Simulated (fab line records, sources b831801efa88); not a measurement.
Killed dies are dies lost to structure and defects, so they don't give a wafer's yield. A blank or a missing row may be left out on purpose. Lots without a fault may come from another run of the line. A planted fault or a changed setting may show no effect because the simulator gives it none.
Problem report in the 8D (eight disciplines) form, filled by code | flow sky130 | the parts of the form that need people (team, actions taken, sign-off) are left out

1. THE PROBLEM
killed_at_contacts at SKY_PAD_OPEN_PROBE_99 reads a mean of 52 on 3 wafers of 1 lot; wafers without a fault read 24 with a standard deviation of 5.2. That is +5.3 standard deviations from the usual mean.
First seen on wafer L155.4, day 49 02:58, on prober-02. The record holds 9 wafers of 3 lots with a number at this step. Rule for "out", or "out of limits": more than 4 standard deviations from the usual mean. The other wafers with a number count as sound.

2. WHAT IT IS AND WHAT IT IS NOT
question                    | is                     | is not
which readings at this step | killed_at_contacts     | killed_at_M0_to_M3, killed_at_M4_up, killed_at_front_end, killed_at_other, killed_open, killed_short
which lots                  | L155                   | L160, L164
which wafers of those lots  | all that have a number | -
read on which tools         | prober-02              | prober-01
when                        | from day 49 02:58      | up to then (0 sound wafers); but 6 sound wafers of L160, L164 came after

3. SUSPECTS, AND WHAT RULES EACH OUT
Counting: a tool at a process step up to the reading stays a suspect if it ran every lot that is out and no sound lot after the first of them.
- wet_bench-03 at SKY_LI_CONTACT_CLEAN_17 (cleans in NMP, time 600 s): ruled out as a lasting fault. Sound lots L160 ran on it after its first lot that is out, L155 (day 33 20:11).
- pvd_sputter-02 at SKY_METAL5_SPUTTER_00 (material Ti, target thk 15 nm, time 10 s): ruled out as a lasting fault. Sound lots L160 ran on it after its first lot that is out, L155 (day 46 14:35).
- pvd_sputter-02 at SKY_METAL5_SPUTTER_01 (material TiN, target thk 20 nm, time 16.7 s): ruled out as a lasting fault. Sound lots L160 ran on it after its first lot that is out, L155 (day 46 14:36).
- pecvd-02 at SKY_PASSIVATION_CVD_00 (deposits SiO2, target thk 90 nm): kept. It ran the lot that is out, L155 (day 47 11:10), and no sound lot after that.
- prober-02 at SKY_PAD_OPEN_PROBE_99: ruled out as a lasting fault. Sound lots L164 ran on it after its first lot that is out, L155 (day 49 02:58).
Left after counting: pecvd-02 at SKY_PASSIVATION_CVD_00.

4. THE CAUSE (what the simulator had put in)
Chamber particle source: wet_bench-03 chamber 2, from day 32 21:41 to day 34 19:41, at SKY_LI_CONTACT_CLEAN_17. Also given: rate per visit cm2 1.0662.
Counting ruled it out, wrongly: the rule takes a fault to strike every lot that its tool runs from its start on, and this one did not.

5. THE CHAIN OF EFFECTS, in route order
Each row: a reading whose mean over the struck wafers that have a number lies more than 3 standard deviations from the usual. Only readings for which the record gives a usual standard deviation are gone through. hours: the time from each lot's start at the first step in this table that gives one to its start at this step, as a median over the lots. sigmas: the change in usual standard deviations.
hours | step                  | reading            | usual | on struck wafers | change | sigmas
0     | SKY_PAD_OPEN_PROBE_99 | killed_at_contacts | 24    | 52               | +28    | +5.3
0     | SKY_PAD_OPEN_PROBE_99 | killed_dies        | 86    | 119              | +33    | +3.7
The process steps in it:
- SKY_PAD_OPEN_PROBE_99

6. WHAT WOULD HAVE CAUGHT IT SOONER
In this record the first reading out of limits was taken at day 49 02:58, 389 hours after the fault began at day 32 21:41.
